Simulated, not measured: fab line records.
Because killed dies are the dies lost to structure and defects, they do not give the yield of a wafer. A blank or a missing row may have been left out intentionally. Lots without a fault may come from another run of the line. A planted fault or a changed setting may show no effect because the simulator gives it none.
2 desks looking at one fault / flow sky130 / every desk sees just its own numbers, and what lay behind them comes last

TOOL OWNER'S DESK, iline stepper-02
The tool's own readings at SKY_VIA4_EXPOSE_08 (exposes mask VIM4, target cd 800 nm): means of the sampled wafers that have a number, for each lot that ran on this tool. A lot is out of limits, marked OUT, if its mean lies more than 4 standard deviations from the usual mean; the brackets give that distance.
Columns: A = exposure dose mJ cm2 at SKY_VIA4_EXPOSE_08, usual 131.99; B = focus offset nm at SKY_VIA4_EXPOSE_08, usual -0.2 nm
lot=L836; first seen here=day 42 16:26; A=132.03; B=-0.3
lot=L837; first seen here=day 43 01:00; A=132.14; B=-0.1
lot=L840; first seen here=day 43 19:20; A=132.02; B=-0.1
lot=L847; first seen here=day 45 15:14; A=132.12; B=0.1
lot=L850; first seen here=day 46 18:26; A=131.98; B=-0.9
lot=L851; first seen here=day 46 20:23; A=131.94; B=0.5
lot=L852; first seen here=day 47 00:14; A=132.02; B=0.3
lot=L853; first seen here=day 47 06:23; A=132.03; B=-0.8
lot=L856; first seen here=day 47 19:14; A=131.97; B=-0.0
lot=L857; first seen here=day 48 01:19; A=132.03; B=-0.5
Result from this desk: across the 10 lots, nothing is out of limits.

FROM THE METROLOGY DESK
What the gauges read, lot by lot, whatever tool the lot ran on: means of the sampled wafers that have a number. A lot is out of limits, marked OUT, if its mean lies more than 4 standard deviations from the usual mean; the brackets give that distance.
Columns: A = METAL4_OVL at SKY_METAL4_OVL_MEAS_14, usual 4 nm; B = VIA4_BOW at SKY_VIA4_BOW_MEAS_03, usual 77 um; C = VIA4_OVL at SKY_VIA4_OVL_MEAS_11, usual 0.0 nm
lot=L836; first seen here=day 42 03:05; A=5; B=82; C=-3.3
lot=L837; first seen here=day 42 11:53; A=-3; B=85; C=0.1
lot=L840; first seen here=day 43 06:18; A=15; B=70; C=-0.4
lot=L841; first seen here=day 43 11:43; A=-2; B=63; C=-
lot=L842; first seen here=day 43 20:29; A=0; B=77; C=-
lot=L843; first seen here=day 44 05:03; A=2; B=71; C=-
lot=L847; first seen here=day 45 03:07; A=-2; B=85; C=-1.4
lot=L850; first seen here=day 46 06:52; A=4; B=78; C=0.5
lot=L851; first seen here=day 46 07:59; A=-1; B=67; C=0.3
lot=L852; first seen here=day 46 11:44; A=12; B=69; C=-0.6
lot=L853; first seen here=day 46 17:56; A=5; B=79; C=2.4
lot=L854; first seen here=day 46 22:10; A=-7; B=79; C=-2.4
lot=L855; first seen here=day 47 05:52; A=10; B=85; C=-0.9
lot=L856; first seen here=day 47 07:45; A=6; B=79; C=2.1
lot=L857; first seen here=day 47 13:19; A=-2; B=82; C=1.6
Result from this desk: across the 15 lots, nothing is out of limits.

PUT TOGETHER
The desk of the tool owner found nothing out of limits.
The metrology desk saw nothing out of limits.

WHAT HAD BEEN PUT IN BY THE SIMULATOR
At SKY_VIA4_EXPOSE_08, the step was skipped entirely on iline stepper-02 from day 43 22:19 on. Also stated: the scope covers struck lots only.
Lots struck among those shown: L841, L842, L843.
